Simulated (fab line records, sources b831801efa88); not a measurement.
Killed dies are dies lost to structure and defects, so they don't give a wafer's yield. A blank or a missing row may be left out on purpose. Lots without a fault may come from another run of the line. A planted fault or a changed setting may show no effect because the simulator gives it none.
Which tool did it? | flow sky130 | 11 lots, 31 wafers sampled, at 6 steps of a route of 708

WHAT THE GAUGES READ, wafer by wafer
SKY_SONOS_ONO_THK_MEAS_03.
lot  | measured     | on            | SONOS_ONO_CVD_02_THK (nm)
L884 | day 11 10:52 | film_metro-01 | 10.46 10.40 10.35
L886 | day 12 07:13 | film_metro-03 | 10.60 10.54 10.57
L889 | day 13 04:20 | film_metro-04 | 10.76 10.75 10.56
L892 | day 14 11:39 | film_metro-04 | 10.69 10.50 10.45
L895 | day 15 06:50 | film_metro-01 | 10.48 10.39 10.34
L896 | day 15 10:08 | film_metro-01 | 10.63 10.67 10.58
L898 | day 16 02:26 | film_metro-01 | 10.49 10.53
L899 | day 16 18:14 | film_metro-03 | 10.47 10.56
L904 | day 18 06:32 | film_metro-04 | 10.55 10.41 10.51
L906 | day 19 10:15 | film_metro-04 | 10.62 10.55 10.48
L907 | day 19 18:30 | film_metro-04 | 10.25 10.20 10.18

SKY_POLY_GATE_OVL_MEAS_14.
lot  | measured     | on         | POLY_GATE_OVL (nm)
L884 | day 16 03:27 | overlay-01 | 11 8 8
L886 | day 17 08:21 | overlay-02 | -1 2 -1
L889 | day 18 11:53 | overlay-02 | 11 13 15
L892 | day 19 15:17 | overlay-01 | 9 13 11
L895 | day 20 14:24 | overlay-01 | -1 -4 0
L896 | day 20 15:44 | overlay-01 | -3 7 7
L898 | day 21 11:49 | overlay-02 | 2 -4
L899 | day 22 05:14 | overlay-01 | 2 -4
L904 | day 24 04:17 | overlay-01 | 1 4 4
L906 | day 24 20:38 | overlay-02 | 4 5 7
L907 | day 25 04:27 | overlay-02 | -10 -2 2

SKY_VIA3_RS_MEAS_22: measures by four-point-probe.
lot  | measured     | on            | VIA3_W_RS (ohm/sq)
L884 | day 39 06:59 | film_metro-02 | 0.294 0.298 0.296
L886 | day 40 14:05 | film_metro-04 | 0.294 0.292 0.292
L889 | day 41 05:42 | film_metro-04 | 0.292 0.291 0.291
L892 | day 42 05:12 | film_metro-04 | 0.291 0.295 0.291
L895 | day 43 02:03 | film_metro-01 | 0.287 0.251 0.286
L896 | day 43 00:31 | film_metro-01 | 0.288 0.290 0.283
L898 | day 43 15:13 | film_metro-04 | 0.257 0.258
L899 | day 44 05:18 | film_metro-01 | 0.256 0.255
L904 | day 45 19:24 | film_metro-02 | 0.298 0.297 0.288
L906 | day 46 02:58 | film_metro-04 | 0.293 0.291 0.292
L907 | day 46 05:34 | film_metro-01 | 0.297 0.302 0.292

SKY_VIA3_THK_MEAS_23: measures by xrf.
lot  | measured     | on            | VIA3_W_THK (nm)
L884 | day 39 07:07 | film_metro-02 | 383 376 375
L886 | day 40 14:13 | film_metro-04 | 383 386 385
L889 | day 41 05:49 | film_metro-04 | 391 397 395
L892 | day 42 05:19 | film_metro-04 | 392 386 394
L895 | day 43 02:10 | film_metro-01 | 389 441 391
L896 | day 43 00:38 | film_metro-01 | 389 387 393
L898 | day 43 15:19 | film_metro-04 | 436 433
L899 | day 44 05:25 | film_metro-01 | 443 447
L904 | day 45 19:31 | film_metro-02 | 376 379 390
L906 | day 46 03:05 | film_metro-04 | 389 393 388
L907 | day 46 05:41 | film_metro-01 | 379 377 387

WHICH TOOL RAN EACH LOT (tool, then ch and the chambers of the sampled wafers, then the start)
lot  | SKY_METAL3_STRIP_19                  | SKY_VIA3_CVD_21
L884 | plasma_asher-03 ch 0,1, day 38 03:27 | cvd_w-02 ch 0,1, day 39 06:52
L886 | plasma_asher-02 ch 0,1, day 39 10:43 | cvd_w-02 ch 0,1, day 40 13:58
L889 | plasma_asher-02 ch 0,1, day 40 03:40 | cvd_w-02 ch 0, day 41 05:34
L892 | plasma_asher-01 ch 0,1, day 41 03:06 | cvd_w-02 ch 0, day 42 05:05
L895 | plasma_asher-02 ch 0,1, day 42 00:10 | cvd_w-02 ch 0,1, day 43 01:56
L896 | plasma_asher-03 ch 0,1, day 41 22:29 | cvd_w-01 ch 0,1, day 43 00:24
L898 | plasma_asher-01 ch 0,1, day 42 14:40 | cvd_w-02 ch 0, day 43 15:04
L899 | plasma_asher-01 ch 1, day 43 04:35   | cvd_w-02 ch 0, day 44 05:10
L904 | plasma_asher-02 ch 0,1, day 44 20:13 | cvd_w-01 ch 0,1, day 45 19:17
L906 | plasma_asher-03 ch 0,1, day 45 03:57 | cvd_w-01 ch 0, day 46 02:49
L907 | plasma_asher-03 ch 0,1, day 45 06:56 | cvd_w-01 ch 0,1, day 46 05:25
- SKY_METAL3_STRIP_19: strips in O2/N2.
- SKY_VIA3_CVD_21: deposits W, target thk 390 nm, time 117.31 s.

WHAT THE TOOLS THEMSELVES READ (means of the sampled wafers that have a number; where no wafer has one, the mark that the record gives instead)
SKY_METAL3_STRIP_19.
lot  | tool            | drypump_motor_current_A (A) | oes_product_au (a.u.) | strip_time_to_endpoint_s (s)
L884 | plasma_asher-03 | 5.7                         | 0.498                 | 6.45
L886 | plasma_asher-02 | 5.6                         | 0.502                 | 6.51
L889 | plasma_asher-02 | 5.4                         | 0.508                 | 6.59
L892 | plasma_asher-01 | 6.5                         | 0.504                 | 6.62
L895 | plasma_asher-02 | 5.6                         | 0.499                 | 6.48
L896 | plasma_asher-03 | 5.6                         | 0.491                 | 6.37
L898 | plasma_asher-01 | 6.5                         | 0.495                 | 6.45
L899 | plasma_asher-01 | 6.6                         | 0.507                 | 6.58
L904 | plasma_asher-02 | 5.4                         | 0.505                 | 6.54
L906 | plasma_asher-03 | 5.7                         | 0.493                 | 6.41
L907 | plasma_asher-03 | 5.7                         | 0.496                 | 6.43

SKY_VIA3_CVD_21.
lot  | tool     | heater_power_w (W)
L884 | cvd_w-02 | 805
L886 | cvd_w-02 | 756
L889 | cvd_w-02 | 868
L892 | cvd_w-02 | 869
L895 | cvd_w-02 | 807
L896 | cvd_w-01 | 929
L898 | cvd_w-02 | 866
L899 | cvd_w-02 | 862
L904 | cvd_w-01 | 939
L906 | cvd_w-01 | 936
L907 | cvd_w-01 | 936

THE ANSWER, worked out from the rows above alone
Rule: what is usual is taken from the lots themselves. Put in order of their means at a reading, lots are off if they are a third of the lots or fewer, leave a main group of 4 or more, and stand apart from it by a gap of 3 or more times the standard deviation of the main group's means; of several such gaps the widest counts. A main group whose means are all the same, to the digits that the tables above print for the reading, isn't used. A lot without any number at a reading at which 4 lots or more have one is off too. The other lots that the step has rows for count as sound. The gauges are gone through in route order, then the tools' own readings, and for those a lot's mean is taken as printed above. The first step at which some lot is off is used, and at that step the reading that is off furthest; a lot without a number counts as furthest.
Off: L895, L898, L899, at SKY_VIA3_RS_MEAS_22 (VIA3_W_RS). The main group: mean 0.293 ohm/sq, standard deviation 0.0029.
A tool fits if, at a process step before that reading, it ran every lot that is off, and no sound lot after the first of them. The gauges at SKY_VIA3_RS_MEAS_22 are tried like those tools. One fits: cvd_w-02 at SKY_VIA3_CVD_21. Its last sound lot is L892 (day 42 05:05), its first lot that is off L895 (day 43 01:56): a fault that began between those two fits.

WHAT THE SIMULATOR HAD PUT IN
Process parameter drift: cvd_w-02, from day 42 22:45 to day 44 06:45, at SKY_VIA3_CVD_21. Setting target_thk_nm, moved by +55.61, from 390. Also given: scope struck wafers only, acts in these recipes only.
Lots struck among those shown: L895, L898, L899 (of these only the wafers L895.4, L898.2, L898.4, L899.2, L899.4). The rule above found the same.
